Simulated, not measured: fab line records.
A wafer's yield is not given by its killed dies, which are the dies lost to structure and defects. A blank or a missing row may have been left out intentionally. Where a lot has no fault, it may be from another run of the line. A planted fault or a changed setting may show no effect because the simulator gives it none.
The tool behind it: which one? | flow gf180mcu | route of 602 steps, sampled at 1 step: 12 lots, 36 wafers

## WHAT THE GAUGES READ, wafer by wafer
GF_VT_IMPLANT_OVL_MEAS_18.
lot  | measured     | on         | VT_IMPLANT_01_OVL (nm)
L075 | day 6 09:19  | overlay-01 | -0.8 1.6 1.2
L077 | day 7 00:15  | overlay-02 | 3.6 1.9 3.4
L079 | day 7 13:31  | overlay-01 | -1.1 -1.2 -1.5
L081 | day 8 00:19  | overlay-01 | -2.1 -0.7 -0.5
L083 | day 8 10:52  | overlay-01 | -1.0 0.1 1.4
L085 | day 9 03:54  | overlay-01 | -0.1 -0.3 -0.1
L087 | day 9 16:58  | overlay-01 | 4.0 2.6 3.4
L089 | day 10 03:46 | overlay-01 | 2.4 2.9 2.1
L092 | day 11 05:08 | overlay-01 | -1.3 -1.3 -1.8
L093 | day 11 11:49 | overlay-01 | 1.6 0.8 2.2
L095 | day 11 16:44 | overlay-01 | 0.7 0.9 0.7
L097 | day 12 15:38 | overlay-01 | 2.8 -0.2 1.2

## WHICH TOOL RAN EACH LOT (tool, then ch and the chambers of the sampled wafers, then the start)
There is no process step in the record ahead of these readings.

## THE ANSWER, worked out from the rows above alone
Rule: the lots themselves supply what counts as usual. Put in order of their means at a reading, lots are off if they are a third of the lots or fewer, leave a main group of 4 or more, and stand apart from it by a gap of 3 or more times the standard deviation of the main group's means; of several such gaps the widest counts. The tables above print the reading to a certain number of digits; a main group whose means all agree to those digits is not used. A lot without any number at a reading at which 4 lots or more have one is off too. The other lots that the step has rows for count as sound.
Across all readings shown, no lot is off: no conclusion can be drawn from this.

## WHAT HAD BEEN PUT IN BY THE SIMULATOR
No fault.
